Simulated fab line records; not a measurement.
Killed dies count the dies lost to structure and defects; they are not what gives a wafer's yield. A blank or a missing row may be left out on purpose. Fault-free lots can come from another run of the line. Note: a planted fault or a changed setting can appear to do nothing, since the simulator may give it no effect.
Comparing a struck lot with a sound one | flow sky130 | 43 steps out of a route of 708
Sound: the wafers L923.2, L923.5, L923.6. Struck: wafer L943.5. (L943.2, L943.3 of the same lot were not struck and are left out.) The cause comes at the end.
Each step with rows lists, per side, the tool, then ch with its chambers, then its first start. Under that, the readings that differ: sound wafers | struck wafers | difference of the means | sigmas: that difference in standard deviations of wafers without a fault.
alike: readings whose means differ by less than 2 such deviations, and words and numbers that are the same on both sides. not compared: withheld readings, readings that some wafer has no value for, bounds like >300 that may hide the same value, and numbers for which the record gives no deviation and whose values overlap.
A row with sigmas, a row that says differs or no value, or rows on one side alone: a step with any of these is where the two part. Numbers that don't overlap but have no deviation are shown without sigmas and don't part them. A reading missing from all wafers of one side parts the sides only when that side holds two or more wafers.

first, 1 step without rows for these wafers: SKY_VT_ADJUST_HVTR_IMPLANT_09.
SKY_VT_ADJUST_HVTR_STRIP_10: strips in O2/N2.
  sound on plasma_asher-03 ch 0,1, day 9 10:39; struck on plasma_asher-03 ch 0, day 15 16:57
  alike: drypump_motor_current_A, n2_flow_sccm, oes_product_au, strip_time_to_endpoint_s
  not compared: rf_hours_counter_h
SKY_VT_ADJUST_HVTR_TW_MEAS_11:
  sound on film_metro-04, day 9 10:46; struck on film_metro-01, day 15 17:04
  alike: VT_ADJUST_HVTR_TW
then, 7 steps without rows for these wafers: SKY_VT_ADJUST_PCH_DEHYDRATE_00 (time 60 s); SKY_VT_ADJUST_PCH_HMDS_01 (prime time 60 s); SKY_VT_ADJUST_PCH_COAT_02 (resist thk 3000 nm); SKY_VT_ADJUST_PCH_SOFTBAKE_03; SKY_VT_ADJUST_PCH_EXPOSE_04 (exposes mask NWM, target cd 840 nm); SKY_VT_ADJUST_PCH_PEB_05; SKY_VT_ADJUST_PCH_DEVELOP_06 (develop time 60 s).
SKY_VT_ADJUST_PCH_OVL_MEAS_07:
  sound on overlay-01, day 10 09:11; struck on overlay-01, day 16 20:57
  alike: VT_ADJUST_PCH_OVL
next, for these wafers, 1 step has no rows: SKY_VT_ADJUST_PCH_IMPLANT_08.
SKY_VT_ADJUST_PCH_STRIP_09: strips in O2/N2.
  sound on plasma_asher-01 ch 0,1, day 10 09:37; struck on plasma_asher-03 ch 1, day 16 21:08
  alike: drypump_motor_current_A, n2_flow_sccm, oes_product_au, strip_time_to_endpoint_s
  not compared: rf_hours_counter_h
SKY_VT_ADJUST_PCH_TW_MEAS_10:
  sound on film_metro-03, day 10 09:43; struck on film_metro-04, day 16 21:14
  alike: VT_ADJUST_PCH_TW
then, 7 steps without rows for these wafers: SKY_SONOS_TUNNEL_DEHYDRATE_00 (time 60 s); SKY_SONOS_TUNNEL_HMDS_01 (prime time 60 s); SKY_SONOS_TUNNEL_COAT_02 (resist thk 1140 nm); SKY_SONOS_TUNNEL_SOFTBAKE_03 (time 60 s); SKY_SONOS_TUNNEL_EXPOSE_04 (exposes mask TUNM, target cd 410 nm); SKY_SONOS_TUNNEL_PEB_05; SKY_SONOS_TUNNEL_DEVELOP_06 (develop time 60 s).
SKY_SONOS_TUNNEL_CD_MEAS_07 targets a cd of 410 nm.
  sound on cd_sem-01, day 11 08:32; struck on cd_sem-02, day 18 02:44
  reading    | sound             | struck | difference | sigmas
  cd_nm (nm) | 408.2 406.6 407.7 | 412.1  | +4.6       | +2
SKY_SONOS_TUNNEL_OVL_MEAS_08:
  sound on overlay-02, day 11 08:38; struck on overlay-01, day 18 02:51
  reading               | sound         | struck | difference | sigmas
  SONOS_TUNNEL_OVL (nm) | 0.3 -2.1 -1.8 | 2.6    | +3.8       | +3
then, 3 steps without rows for these wafers: SKY_SONOS_TUNNEL_IMPLANT_09; SKY_SONOS_TUNNEL_WET_ETCH_10 (etches SiO2 in dHF, target depth 14 nm, time 280 s); SKY_SONOS_TUNNEL_STRIP_11 (strips in SPM, time 600 s).
SKY_SONOS_TUNNEL_TW_MEAS_12:
  sound on film_metro-03, day 11 09:06; struck on film_metro-03, day 18 03:18
  alike: SONOS_TUNNEL_TW
then, 2 steps without rows for these wafers: SKY_SONOS_TUNNEL_CLEAN_13 (cleans in dHF, time 20 s); SKY_SONOS_ONO_OXIDATION_00 (stabilise 600 s, purge 300 s, target thk 2.6 nm).
SKY_SONOS_ONO_THK_MEAS_01:
  sound on film_metro-02, day 11 12:40; struck on film_metro-03, day 18 06:04
  alike: SONOS_ONO_OXIDATION_THK
then, 1 step without rows for these wafers: SKY_SONOS_ONO_CVD_02 (deposits Si3N4 from DCS/NH3, target thk 10.5 nm, time 180 s).
SKY_SONOS_ONO_THK_MEAS_03:
  sound on film_metro-02, day 11 13:47; struck on film_metro-03, day 18 07:56
  alike: SONOS_ONO_CVD_02_THK
then, 1 step without rows for these wafers: SKY_SONOS_ONO_CVD_04 (deposits SiO2 from SiH4/N2O, target thk 5.7199 nm).
SKY_SONOS_ONO_THK_MEAS_05:
  sound on film_metro-01, day 11 15:05; struck on film_metro-01, day 18 09:15
  reading                   | sound          | struck | difference | sigmas
  SONOS_ONO_CVD_04_THK (nm) | 5.54 5.56 5.49 | 5.81   | +0.28      | +2
then, 7 steps without rows for these wafers: SKY_SONOS_ONO_DEHYDRATE_06 (time 60 s); SKY_SONOS_ONO_HMDS_07 (prime time 60 s); SKY_SONOS_ONO_COAT_08 (resist thk 1140 nm); SKY_SONOS_ONO_SOFTBAKE_09 (time 60 s); SKY_SONOS_ONO_EXPOSE_10 (exposes mask ONOM, target cd 410 nm); SKY_SONOS_ONO_PEB_11; SKY_SONOS_ONO_DEVELOP_12 (develop time 60 s).
SKY_SONOS_ONO_CD_MEAS_13 targets a cd of 410 nm.
  sound on cd_sem-01, day 12 15:39; struck on cd_sem-01, day 19 15:25
  alike: cd_nm
-- the record jumps here: 31 days lie between the struck wafers' starts before and after (it left off in module SONOS_ONO and takes up again in module PAD_OPEN, whose first step shown is number 708 of the route) --
SKY_PAD_OPEN_PROBE_99:
  the record has rows for the struck wafers here (prober-01, day 50 07:29) and none for the sound ones

## WHERE THEY PART
At SKY_SONOS_TUNNEL_CD_MEAS_07 first; at SKY_PAD_OPEN_PROBE_99 last (within this record only).

WHY: what had been put in by the simulator
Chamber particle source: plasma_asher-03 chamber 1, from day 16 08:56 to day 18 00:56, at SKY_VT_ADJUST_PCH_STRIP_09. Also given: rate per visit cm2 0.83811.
